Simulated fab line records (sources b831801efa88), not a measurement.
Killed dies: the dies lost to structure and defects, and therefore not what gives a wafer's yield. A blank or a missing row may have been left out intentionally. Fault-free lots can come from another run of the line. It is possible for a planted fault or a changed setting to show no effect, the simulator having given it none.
Which of the tools did it? | flow sky130 | Sampling: 12 lots, 36 wafers, 4 of 708 route steps

## WHAT THE GAUGES SHOWED, per wafer
SKY_LDD_P_OVL_MEAS_08. Usual: LDD_P_OVL gives -1.4 nm (standard deviation 1.5).
lot  | measured     | on         | LDD_P_OVL (nm)          | flag
L125 | day 19 04:28 | overlay-02 | -3.0 -2.2 -1.7          |
L126 | day 19 16:32 | overlay-02 | 1.6 -1.1 -1.9           |
L128 | day 20 12:56 | overlay-01 | 1.1 0.2 -0.3            |
L129 | day 20 16:29 | overlay-01 | -2.3 -2.9 0.4           |
L130 | day 21 16:14 | overlay-02 | -3.0 -4.9 -3.7          |
L132 | day 21 22:17 | overlay-01 | -2.0 -1.0 -0.7          |
L133 | day 22 06:34 | overlay-02 | -3.5 -3.5 -3.6          |
L136 | day 23 07:58 | overlay-02 | 0.1 -1.5 -1.1           |
L138 | day 23 20:36 | overlay-01 | -1.5 -2.6 -3.1          |
L142 | day 25 09:32 | overlay-01 | 2.7 3.1 2.8 4.5 4.6 4.1 | OFF
L145 | day 26 08:35 | overlay-02 | 7.0 6.0 6.4 9.1 8.0 7.2 | OFF
L147 | day 27 04:23 | overlay-02 | -1.1 -0.1 0.2           |

SKY_CONTACT_THK_MEAS_01. Usual: CONTACT_CVD_00_THK gives 75.6 nm (standard deviation 1.1).
lot  | measured     | on            | CONTACT_CVD_00_THK (nm) | flag
L125 | day 30 16:38 | film-metro-03 | 74.3 74.6 76.4          |
L126 | day 31 05:50 | film-metro-01 | 74.2 75.1 75.2          |
L128 | day 31 23:29 | film-metro-03 | 75.3 75.3 75.9          |
L129 | day 32 00:03 | film-metro-01 | 74.1 73.6 75.1          |
L130 | day 32 18:04 | film-metro-04 | 74.6 75.9 76.9          |
L132 | day 33 00:53 | film-metro-01 | 76.4 76.9 77.1          |
L133 | day 33 08:49 | film-metro-03 | 73.5 75.0 75.9          |
L136 | day 34 07:23 | film-metro-03 | 74.5 74.3 74.1          |
L138 | day 34 19:59 | film-metro-03 | 75.1 75.5 75.6          |
L142 | day 36 01:19 | film-metro-04 | 75.6 75.5 76.5          |
L145 | day 37 00:24 | film-metro-01 | 76.2 76.2 77.3          |
L147 | day 37 13:10 | film-metro-04 | 74.5 73.9 74.1          |

## TOOL THAT RAN EACH LOT (tool first, then ch and the chambers of the sampled wafers, then the start)
lot  | SKY_LDD_P_EXPOSE_04                 | SKY_LI_CONTACT_CVD_21
L125 | iline-stepper-02 ch 0, day 18 12:52 | cvd-w-01 ch 0,1, day 29 11:19
L126 | iline-stepper-01 ch 0, day 19 02:05 | cvd-w-01 ch 0,1, day 30 00:16
L128 | iline-stepper-02 ch 0, day 19 21:02 | cvd-w-02 ch 0,1, day 30 18:05
L129 | iline-stepper-01 ch 0, day 20 01:41 | cvd-w-01 ch 0,1, day 30 18:55
L130 | iline-stepper-02 ch 0, day 20 23:57 | cvd-w-01 ch 0,1, day 31 13:19
L132 | iline-stepper-01 ch 0, day 21 06:44 | cvd-w-01 ch 0,1, day 31 20:06
L133 | iline-stepper-02 ch 0, day 21 16:28 | cvd-w-01 ch 0,1, day 32 03:50
L136 | iline-stepper-01 ch 0, day 22 17:13 | cvd-w-02 ch 0,1, day 33 02:21
L138 | iline-stepper-02 ch 0, day 23 06:49 | cvd-w-01 ch 0,1, day 33 15:14
L142 | iline-stepper-01 ch 0, day 24 18:27 | cvd-w-01 ch 0,1, day 34 21:41
L145 | iline-stepper-01 ch 0, day 25 17:43 | cvd-w-01 ch 0,1, day 35 21:18
L147 | iline-stepper-02 ch 0, day 26 13:20 | cvd-w-02 ch 0,1, day 36 10:25
- SKY_LDD_P_EXPOSE_04: exposes mask PSDM, target cd 380 nm.
- SKY_LI_CONTACT_CVD_21: deposits W, target thk 400 nm, time 120.56 s.

## WHAT THE TOOLS THEMSELVES READ (means of the sampled wafers that have a number; where no wafer has one, the mark that the record gives instead)
SKY_LDD_P_EXPOSE_04. Usual: 138.81 for exposure-dose-mJ-cm2, sd 0.13.
lot  | tool             | exposure-dose-mJ-cm2 | flag
L125 | iline-stepper-02 | 138.86               |
L126 | iline-stepper-01 | 138.74               |
L128 | iline-stepper-02 | 138.80               |
L129 | iline-stepper-01 | 138.92               |
L130 | iline-stepper-02 | 138.90               |
L132 | iline-stepper-01 | 138.90               |
L133 | iline-stepper-02 | 138.90               |
L136 | iline-stepper-01 | 138.70               |
L138 | iline-stepper-02 | 138.59               |
L142 | iline-stepper-01 | 138.82               |
L145 | iline-stepper-01 | 138.86               |
L147 | iline-stepper-02 | 139.02               |

SKY_LI_CONTACT_CVD_21. Usual: heater-power-outer-w 501 W, standard deviation 22; heater-power-w 805 W, standard deviation 30.
lot  | tool     | heater-power-outer-w (W) | heater-power-w (W) | flag
L125 | cvd-w-01 | 498                      | 805                |
L126 | cvd-w-01 | 494                      | 793                |
L128 | cvd-w-02 | 514                      | 792                |
L129 | cvd-w-01 | 496                      | 830                |
L130 | cvd-w-01 | 499                      | 820                |
L132 | cvd-w-01 | 513                      | 826                |
L133 | cvd-w-01 | 511                      | 812                |
L136 | cvd-w-02 | 489                      | 783                |
L138 | cvd-w-01 | 503                      | 828                |
L142 | cvd-w-01 | 513                      | 824                |
L145 | cvd-w-01 | 490                      | 806                |
L147 | cvd-w-02 | 495                      | 783                |

## THE ANSWER, worked out from the rows above alone
Rule: a lot is off if the mean of its wafers that have a number lies more than 3 standard deviations from the usual mean. A lot without any number at a reading at which 4 lots or more have one is off too. All remaining lots with rows at the step are treated as sound. First the gauges in route order, then the tools' own readings, where a lot's mean is used as printed above. The first step at which some lot is off is used, and at that step the reading that is off furthest; a lot without a number counts as furthest.
Off: L142, L145, at SKY_LDD_P_OVL_MEAS_08 (LDD_P_OVL).
A tool fits if, at a process step before that reading, it ran every lot that is off, and no sound lot after the first of them. Gauges at SKY_LDD_P_OVL_MEAS_08: tried the same way as those tools. One fits: SKY_LDD_P_EXPOSE_04 on iline-stepper-01. Its last sound lot is L136 (day 22 17:13), its first lot that is off L142 (day 24 18:27): a fault that began between those two fits.

## WHAT HAD BEEN PUT IN BY THE SIMULATOR
Scanner matching overlay: iline-stepper-01, from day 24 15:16 on, at SKY_LDD_P_EXPOSE_04. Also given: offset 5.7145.
Shown lots that were struck: L142, L145. The rule given above showed the same thing.
